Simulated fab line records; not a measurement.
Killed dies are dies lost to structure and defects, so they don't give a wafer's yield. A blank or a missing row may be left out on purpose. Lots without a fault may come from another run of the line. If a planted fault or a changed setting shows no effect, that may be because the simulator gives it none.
fab line records | flow gf180mcu
[record] lots = 15 wafers = 45 last-day = 34
route steps=602 shown V2@386 M3@413
lots that met no fault: taken from a fault-free run of the same line
start-h: hours from the record's first day to the start of the lot's first wafer shown | wait-h: time in hours since the lot's previous step | " identical to the entry in the row above | L1.1+2: several wafers, shown together as one row | - no value, or no start was given | * or withheld: withheld | < > ~ a bound
route shown NAME@n: a module of which the file shows steps, and the number in the route of the first | usual: mean/standard deviation taken from wafers without a fault | same: alike in all rows | chamber/n: place in a boat | sites: readings site by site | _std_site: the standard deviation of these | _edge_site: outer sites' mean less inner sites' | radius-mm: how far each site lies from the wafer's centre | mask NAME#n: copy n | behind: the most recent tool/chamber to have shaped the wafer | hold: what put the lot on hold/how long, in hours/how the hold closed | device: the n, p or np transistor that did not switch | end of line: the same wafers' tests at the end of the route | a step with no rows: only its recipe | killed: the dies lost at the first sort to structure and to defects; this is not the yield of the wafer | map: a wafer's dies, marking killed ones x, the rest . and places with no die _
set.NAME: the setting the step ran with; set.NAME@STEP: the setting that earlier step ran with | model.NAME: the simulator's own value behind a step, which no gauge read
one table for each step of the route and one row for each wafer, over a sample of lots
services: when a tool's chamber went out of use (start-h, in hours from the record's first day, below 0 if earlier), for how many hours, and the reason
[[steps]]
[step GF_V2_CMP_04]
[recipe] material = SiO2 down-force-psi = 4 platen-rpm = 60 pad-velocity-m-s = 0.94248
[usual] edge-zone-pressure-frac = 1.000/0.0052 head-pressure-psi = 4.000/0.0097 motor-current-A = 12.1/1.5 platen-rpm = 60.00/0.042 time-to-endpoint-s = 80/5.1
// columns lot.wafer tool chamber start-h wait-h edge-zone-pressure-frac head-pressure-psi motor-current-A platen-rpm time-to-endpoint-s
L370.3 cmp-01 2 438.92 0.0 0.998 3.995 11.7 60.00 78
L370.4 " 1 " " 0.997 3.981 9.7 60.01 82
L370.5 " 3 " " 1.002 3.979 13.5 60.04 70
L373.3 cmp-02 2 466.60 0.1 1.001 4.008 10.3 59.95 76
L373.1 " 3 " " 1.011 3.987 12.4 60.01 68
L373.5 " 1 " " 1.003 4.001 13.4 59.99 74
L372.4 cmp-02 0 468.78 0.2 0.992 3.999 12.8 60.00 80
L372.2 " 3 " " 1.000 3.997 12.0 60.05 71
L372.6 " 1 " " 1.003 3.997 13.6 59.98 77
L374.4 cmp-02 2 474.23 0.1 1.007 3.987 11.2 60.05 81
L374.2 " 3 " " 1.001 3.993 12.7 60.02 75
L374.5 " 1 " " 0.999 4.011 14.1 59.98 79
L375.4 cmp-02 1 489.35 0.3 0.998 4.000 12.8 59.93 78
L375.1 " 0 " " 0.998 3.996 13.5 60.07 75
L375.6 " 2 " " 1.006 3.990 10.5 59.99 84
L376.3 cmp-01 2 492.27 0.2 0.994 4.002 12.0 60.04 81
L376.6 " 3 " " 0.991 4.001 14.2 59.96 77
L376.5 " 0 " " 1.006 3.996 9.8 60.01 86
L378.3 cmp-01 2 514.63 0.0 1.001 4.009 12.0 59.92 88
L378.4 " 1 " " 1.009 4.002 10.0 59.95 84
L378.6 " 3 " " 0.999 4.004 12.9 59.93 79
L381.3 cmp-02 0 541.22 0.1 0.995 4.007 13.5 59.98 77
L381.2 " 2 " " 1.005 3.994 10.9 60.01 81
L381.5 " 0 " " 0.992 4.008 13.1 59.95 84
L382.2 cmp-02 2 545.37 0.0 1.001 3.976 10.9 60.00 84
L382.1 " 3 " " 0.996 3.983 12.4 60.01 79
L382.5 " 2 " " 1.004 3.992 11.5 59.98 86
L383.3 cmp-01 2 558.68 0.0 1.003 4.013 11.8 60.07 78
L383.2 " 3 " " 0.996 4.017 14.2 60.04 73
L383.6 " 2 " " 1.000 4.012 11.6 60.04 84
L385.4 cmp-01 0 568.18 0.0 0.999 3.996 10.5 59.97 84
L385.2 " 2 " " 1.010 3.993 12.0 59.99 80
L385.5 " 0 " " 1.000 3.996 9.9 60.03 87
L387.4 cmp-02 1 591.52 0.2 0.996 4.001 14.2 59.95 78
L387.5 " 2 " " 0.995 4.001 11.2 60.02 93
L387.6 " 3 " " 1.011 4.013 13.0 60.00 83
L391.1 cmp-02 0 630.44 0.1 1.005 4.011 13.6 59.94 81
L391.2 " 2 " " 1.003 3.993 11.3 59.96 73
L391.6 " 1 " " 1.003 3.998 14.1 60.06 90
L392.1 cmp-01 1 631.99 0.1 1.000 3.986 9.8 59.99 77
L392.4 " 2 " " 1.002 3.990 12.4 59.99 79
L392.2 " 0 " " 1.000 3.991 10.4 59.98 79
L393.2 cmp-02 1 634.61 0.0 1.008 3.996 13.2 60.03 72
L393.1 " 2 " " 0.995 4.003 11.0 60.00 76
L393.3 " 3 " " 1.002 3.999 13.0 60.06 73
[step GF_V2_CMP_26]
[recipe] stop-on = SiO2 down-force-psi = 3.5 platen-rpm = 60 t-overpolish-s = 15 target-thk-nm = 0 pad-velocity-m-s = 0.94248
[usual] edge-zone-pressure-frac = 1.000/0.0049 head-pressure-psi = 3.498/0.0074 motor-current-A = 11.1/1.3 overpolish-run-s = 15.001/0.0083 platen-rpm = 60.00/0.039 t-overpolish-s = 15/0 time-to-endpoint-s = 86/3.3
// columns lot.wafer tool chamber start-h wait-h edge-zone-pressure-frac head-pressure-psi motor-current-A overpolish-run-s platen-rpm t-overpolish-s time-to-endpoint-s
L370.3 cmp-02 2 464.82 0.0 1.008 3.497 9.9 15.013 59.95 15 88
L370.4 " 1 " " 1.003 3.490 12.6 15.004 59.96 15 88
L370.5 " 2 " " 1.002 3.488 9.8 14.990 59.98 15 89
L373.1 cmp-02 3 492.08 0.1 1.008 3.505 11.4 15.006 60.00 15 88
L373.3 " 2 " " 0.996 3.505 10.6 15.005 59.96 15 90
L373.5 " 3 " " 1.003 3.496 11.2 15.003 60.00 15 89
L372.2 cmp-01 0 494.53 0.1 1.002 3.496 9.5 15.010 59.93 15 87
L372.4 " 1 " " 0.996 3.499 9.4 14.995 60.01 15 88
L372.6 " 2 " " 1.004 3.500 10.4 15.009 60.06 15 87
L374.2 cmp-02 1 499.86 0.0 0.998 3.498 12.5 14.987 59.96 15 85
L374.4 " 3 " " 0.996 3.499 11.3 15.015 59.97 15 85
L374.5 " 1 " " 0.998 3.483 12.6 15.005 60.03 15 86
L375.1 cmp-02 1 514.97 0.2 1.003 3.500 12.8 14.996 59.96 15 87
L375.4 " 3 " " 0.994 3.502 11.2 14.977 59.96 15 85
L375.6 " 0 " " 0.999 3.492 12.0 14.996 60.03 15 89
L376.3 cmp-02 1 517.65 0.3 1.003 3.494 12.7 14.996 60.01 15 88
L376.6 " 3 " " 1.001 3.499 11.7 15.011 59.99 15 92
L376.5 " 0 " " 0.997 3.509 12.7 15.012 59.92 15 87
L378.4 cmp-01 1 539.20 0.0 1.004 3.490 9.4 14.997 59.99 15 82
L378.3 " 3 " " 1.006 3.521 13.3 15.008 59.96 15 77
L378.6 " 2 " " 0.993 3.505 11.1 14.993 60.02 15 80
L381.2 cmp-01 1 565.21 0.0 - - - - - - -
L381.3 " 0 " " - - - - - - -
L381.5 " 1 " " - - - - - - -
L382.2 cmp-01 2 569.81 0.1 - - - - - - -
L382.1 " 0 " " - - - - - - -
L382.5 " 2 " " - - - - - - -
L383.2 cmp-02 1 581.60 0.1 - - - - - - -
L383.3 " 3 " " - - - - - - -
L383.6 " 2 " " - - - - - - -
L385.2 cmp-01 3 591.83 0.0 1.001 3.505 12.0 14.998 60.01 15 77
L385.4 " 2 " " 0.997 3.497 11.0 15.002 60.00 15 86
L385.5 " 0 " " 1.003 3.497 9.1 14.994 60.05 15 83
L387.4 cmp-02 2 614.08 0.0 0.997 3.490 10.4 14.994 59.98 15 89
L387.5 " 2 " " 1.003 3.494 9.8 15.003 59.99 15 88
L387.6 " 3 " " 1.004 3.493 12.1 14.993 59.97 15 83
L391.1 cmp-01 3 652.78 0.1 1.004 3.510 12.6 15.006 59.99 15 80
L391.2 " 0 " " 0.994 3.503 9.4 14.988 59.98 15 88
L391.6 " 0 " " 0.996 3.508 8.9 14.993 59.97 15 84
L392.2 cmp-02 1 653.43 0.0 0.996 3.494 12.2 15.001 59.99 15 90
L392.1 " 2 " " 0.997 3.487 9.7 15.007 60.01 15 90
L392.4 " 0 " " 1.007 3.504 11.9 14.987 60.03 15 91
L393.1 cmp-02 3 656.72 0.1 1.001 3.502 11.5 14.988 59.90 15 87
L393.3 " 1 " " 1.004 3.505 12.5 15.012 59.99 15 88
L393.2 " 2 " " 1.002 3.498 10.0 14.996 60.05 15 89
[step GF_M3_SPUTTER_04]
[recipe] material = TiN target-thk-nm = 50 power-w = 6500 time-s = 41.7 chamber-pressure-pa = 0.4
[usual] throttle-valve-pct = 30.4/1.2
// columns lot.wafer tool chamber start-h wait-h throttle-valve-pct
L370.3 pvd-sputter-04 - 465.30 0.0 30.1
L370.4 " - " " 31.1
L370.5 " - " " 31.0
L373.1 pvd-sputter-02 - 492.56 0.0 30.7
L373.3 " - " " 30.6
L373.5 " - " " 27.7
L372.2 pvd-sputter-04 - 494.91 0.0 31.5
L372.4 " - " " 29.8
L372.6 " - " " 30.2
L374.2 pvd-sputter-04 - 500.34 0.0 31.0
L374.4 " - " " 29.9
L374.5 " - " " 30.6
L375.1 pvd-sputter-02 - 515.40 0.0 31.0
L375.4 " - " " 30.8
L375.6 " - " " 31.0
L376.3 pvd-sputter-02 - 518.03 0.0 27.6
L376.5 " - " " 27.7
L376.6 " - " " 30.9
L378.3 pvd-sputter-02 - 539.68 0.0 30.7
L378.4 " - " " 30.8
L378.6 " - " " 27.7
L385.2 pvd-sputter-04 - 592.32 0.0 31.4
L385.4 " - " " 29.9
L385.5 " - " " 31.4
L387.4 pvd-sputter-04 - 614.56 0.0 32.2
L387.5 " - " " 31.2
L387.6 " - " " 32.1
L391.1 pvd-sputter-02 - 653.26 0.0 31.2
L391.2 " - " " 27.8
L391.6 " - " " 30.9
L392.1 pvd-sputter-01 - 653.91 0.0 30.5
L392.2 " - " " 29.6
L392.4 " - " " 30.8
L393.1 pvd-sputter-02 - 657.20 0.0 30.7
L393.2 " - " " 30.7
L393.3 " - " " 30.9
[step GF_M3_THK_MEAS_06]
[recipe] thk-meas-gauge = xrf reads = AlCu_of_M3_SPUTTER_02
[usual] M3_ALCU_THK = 449/5.1
// columns lot.wafer tool chamber start-h wait-h M3_ALCU_THK[nm]
L370.3 film-metro-04 - 465.48 0.1 446
L370.4 " - " " 446
L370.5 " - " " 443
L373.1 film-metro-02 - 492.72 0.1 432
L373.3 " - " " 444
L373.5 " - " " 437
L372.2 film-metro-04 - 495.08 0.1 445
L372.4 " - " " 441
L372.6 " - " " 445
L374.2 film-metro-01 - 500.51 0.1 446
L374.4 " - " " 448
L374.5 " - " " 451
L375.1 film-metro-02 - 515.56 0.1 453
L375.4 " - " " 458
L375.6 " - " " 450
L376.3 film-metro-04 - 518.21 0.1 448
L376.5 " - " " 450
L376.6 " - " " 455
L378.3 film-metro-01 - 539.86 0.1 456
L378.4 " - " " 458
L378.6 " - " " 452
L385.2 film-metro-04 - 592.49 0.1 452
L385.4 " - " " 452
L385.5 " - " " 452
L387.4 film-metro-02 - 614.75 0.1 446
L387.5 " - " " 440
L387.6 " - " " 445
L391.1 film-metro-04 - 653.42 0.1 450
L391.2 " - " " 455
L391.6 " - " " 449
L392.1 film-metro-04 - 654.07 0.1 448
L392.2 " - " " 441
L392.4 " - " " 456
L393.1 film-metro-02 - 657.36 0.1 448
L393.2 " - " " 453
L393.3 " - " " 452
[[services]]
// columns tool chamber start-h hours kind
cmp-02 - 459.45 1.1 repair
cmp-02 - 461.29 1.4 repair
cmp-01 - 468.24 2.5 repair
cmp-02 - 470.20 1.7 repair
cmp-01 - 474.88 1.4 repair
pvd-sputter-01 - 492.64 5.8 repair
cmp-01 - 499.15 5.0 pm
pvd-sputter-04 - 510.34 4.3 repair
pvd-sputter-02 - 557.98 23.9 repair
pvd-sputter-01 - 571.10 2.4 repair
cmp-01 - 580.65 2.4 repair
cmp-01 - 587.00 4.0 pm
cmp-01 - 591.00 - consumable-replace:conditioner
cmp-01 - 591.00 - consumable-replace:pad
pvd-sputter-04 - 598.99 1.2 repair
[[key]]
[first-sign] step = GF_V2_CMP_26 reading = tool-record direction = missing
effect none on later readings
met-at GF_V2_CMP_26
struck-lots L381,L382,L383
later-rows-left-out L381.2,L381.3,L381.5,L382.1,L382.2,L382.5,L383.2,L383.3,L383.6
sort-left-out L381.2,L381.3,L381.5,L382.1,L382.2,L382.5,L383.2,L383.3,L383.6
not-acting-at GF_V2_CMP_04,GF_M3_SPUTTER_04,GF_M3_THK_MEAS_06
onset-between 539.20 565.21
[fault] kind = skipped-step-whole tool = cmp-01,cmp-02 chamber = - onset-h = 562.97 steps = GF_V2_CMP_26 scope = struck-lots-only
// sort-left-out: the simulated sort isn't trusted on such a fault, so these wafers' sort isn't shown, and their yield isn't known
// later-rows-left-out: the simulator's readings of these wafers behind a module that went badly wrong aren't trusted and aren't shown, but for the sort
